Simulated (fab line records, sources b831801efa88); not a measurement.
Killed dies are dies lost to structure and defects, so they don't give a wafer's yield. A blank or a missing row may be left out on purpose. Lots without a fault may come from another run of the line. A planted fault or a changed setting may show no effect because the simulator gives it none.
Chamber matching | flow gf180mcu | GF_V4_CMP_04 on cmp-02: 4 sister chambers
The step polishes SiO2. 14 wafers are shown with their chamber, then 7 later ones without.

WAFERS WITH THEIR CHAMBER
wafer  | chamber | motor_current_A (A) | time_to_endpoint_s (s) | retaining_ring_pressure_frac
L541.1 | 1       | 11.6                | 84                     | 1.001
L541.2 | 3       | 12.8                | 78                     | 1.007
L541.3 | 0       | 12.4                | 80                     | 0.999
L542.2 | 2       | 12.2                | 77                     | 1.003
L542.5 | 2       | 12.4                | 85                     | 0.996
L542.6 | 3       | 13.7                | 84                     | 0.992
L543.2 | 3       | 13.9                | 72                     | 0.994
L543.3 | 2       | 12.2                | 69                     | 0.999
L543.5 | 0       | 12.7                | 84                     | 0.997
L545.4 | 2       | 12.1                | 83                     | 0.998
L545.5 | 0       | 13.3                | 78                     | 1.003
L545.6 | 1       | 11.1                | 82                     | 0.993
L546.2 | 1       | 11.3                | 78                     | 0.995
L546.4 | 2       | 11.9                | 80                     | 0.996

SIGNATURES (means of the wafers above)
reading                      | chamber 0 | chamber 1 | chamber 2 | chamber 3 | scatter within a chamber
motor_current_A              | 12.800    | 11.333    | 12.160    | 13.467    | 0.37
time_to_endpoint_s           | 80.67     | 81.33     | 78.80     | 78.00     | 5.16
retaining_ring_pressure_frac | 0.99967   | 0.99633   | 0.99840   | 0.99767   | 0.00468
Rule: a wafer's distance from a chamber is the root of the sum, over the readings, of the square of ((its reading less the chamber's mean) divided by the reading's scatter). The wafer belongs to the nearest chamber; if the next one is less than 2 further off, it can't be placed. The scatter: the root of (the sum of the squares of (reading less its chamber's mean) over the shown wafers, divided by (wafers less chambers)).

WAFERS WITHOUT THEIR CHAMBER
wafer  | motor_current_A (A) | time_to_endpoint_s (s) | retaining_ring_pressure_frac
L546.5 | 11.6                | 77                     | 0.995
L547.1 | 12.7                | 77                     | 1.002
L547.2 | 11.2                | 81                     | 1.005
L547.6 | 11.1                | 89                     | 1.001
L552.1 | 11.9                | 74                     | 1.001
L552.2 | 11.5                | 84                     | 0.999
L552.6 | 14.1                | 83                     | 0.994

WHICH CHAMBER EACH WENT THROUGH
wafer  | from the rows above          | in truth
L546.5 | can't be placed: 1 or 2      | 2
L547.1 | can't be placed: 0 or 2 or 3 | 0
L547.2 | can't be placed: 1 or 2      | 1
L547.6 | can't be placed: 1 or 2      | 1
L552.1 | can't be placed: 2 or 1 or 0 | 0
L552.2 | can't be placed: 1 or 2      | 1
L552.6 | can't be placed: 3 or 0      | 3
Placed correctly: 0 of 7. Can't be placed from these rows: 7 (the true chamber is among the candidates in 7). Placed wrongly: 0.
